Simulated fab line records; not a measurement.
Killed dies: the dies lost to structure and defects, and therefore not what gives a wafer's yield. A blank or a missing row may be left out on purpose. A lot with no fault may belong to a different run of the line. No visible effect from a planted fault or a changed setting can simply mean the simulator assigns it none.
A struck lot beside a sound one :: flow sky130 :: 13 out of 708 route steps
Sound: the wafers L689.1, L689.3, L689.5. The struck wafers were L705.1, L705.3, L705.6. The cause is given at the end.
Per side, at each step with rows, come the tool, then ch with its chambers, and then its first start. Under that, the readings that differ: sound wafers :: struck wafers :: difference of the means :: sigmas: that difference in standard deviations of wafers without a fault.
alike: a reading whose means differ by less than 2 such deviations, as well as words and numbers matching on both sides. not compared: withheld readings; readings where some wafer has no value; bounds like >300 that might hide an equal value; numbers whose values overlap and for which the record gives no deviation.
Wherever a step has rows on one side only, a row that says differs or no value, or a row with sigmas, the two part there. When numbers do not overlap yet have no deviation, they are printed without sigmas and do not part them. A reading missing from all wafers of one side parts the sides only when that side holds two or more wafers.

SKY_FIELD_ISO_BOW_MEAS_00:
  sound on filmMetro-02, day 2 11:00; struck on filmMetro-04, day 5 19:00
  alike: INCOMING_BOW
then, 1 step without rows for these wafers: SKY_FIELD_ISO_OXIDATION_01 (stabilise 600 s, purge 300 s, target thk 12 nm).
SKY_FIELD_ISO_THK_MEAS_02:
  sound on filmMetro-04, day 2 13:09; struck on filmMetro-02, day 5 21:54
  alike: FIELD_ISO_OXIDATION_00_THK
then, 1 step without rows for these wafers: SKY_FIELD_ISO_CVD_03 (deposits Si3N4 from DCS/NH3, target thk 165 nm, time 2830 s).
SKY_FIELD_ISO_THK_MEAS_04:
  sound on filmMetro-01, day 2 15:25; struck on filmMetro-04, day 6 00:38
reading: FIELD_ISO_CVD_03_THK (nm)
sound: 167.7 166.2 167.0
struck: 163.2 164.7 163.8
difference: -3.1
sigmas: -3
then, 5 steps without rows for these wafers: SKY_FIELD_ISO_DEHYDRATE_05 (time 60 s); SKY_FIELD_ISO_HMDS_06 (prime time 60 s); SKY_FIELD_ISO_COAT_07 (resist thk 60 nm); SKY_FIELD_ISO_COAT_08 (resist thk 450 nm); SKY_FIELD_ISO_SOFTBAKE_09 (time 90 s).
SKY_FIELD_ISO_EXPOSE_10: exposes mask FOM, target cd 150 nm.
  sound on krfScanner-02 ch 0, day 2 23:50; struck on krfScanner-01 ch 0, day 6 10:20
reading: model.FIELD_ISO.overlayXNm (nm)
sound: 0.9309 0.9309 0.9309
struck: 20.73 20.73 20.73
difference: +19.80
sigmas: 
  alike: mask
following that, these wafers have no rows for 1 step: SKY_FIELD_ISO_PEB_11.
-- a jump in the record: the struck wafers' starts before and after are 44 days apart (it breaks off in module FIELD_ISO and resumes in module PAD_OPEN, where the first step shown is number 708 of the route) --
SKY_PAD_OPEN_PROBE_99:
  sound on prober-02, day 47 07:23; struck on prober-02, day 50 22:08
reading: model.etest.nfet_16v.rOnOhmUm
sound: 1.412e+04 1.411e+04 1.42e+04
struck: 1.361e+04 1.379e+04 1.382e+04
difference: -4.033e+02
sigmas: 
  alike: killed_at_M0_to_M3, killed_at_M4_up, killedAtContacts, killedAtFrontEnd, killedAtOther, killedDies, killedOpen, killedShort

## WHERE THEY PART
Within this record, at SKY_FIELD_ISO_THK_MEAS_04 only. Later steps at which nothing parts them and some readings are alike: SKY_FIELD_ISO_EXPOSE_10, SKY_PAD_OPEN_PROBE_99.

WHY: what the simulator had put in
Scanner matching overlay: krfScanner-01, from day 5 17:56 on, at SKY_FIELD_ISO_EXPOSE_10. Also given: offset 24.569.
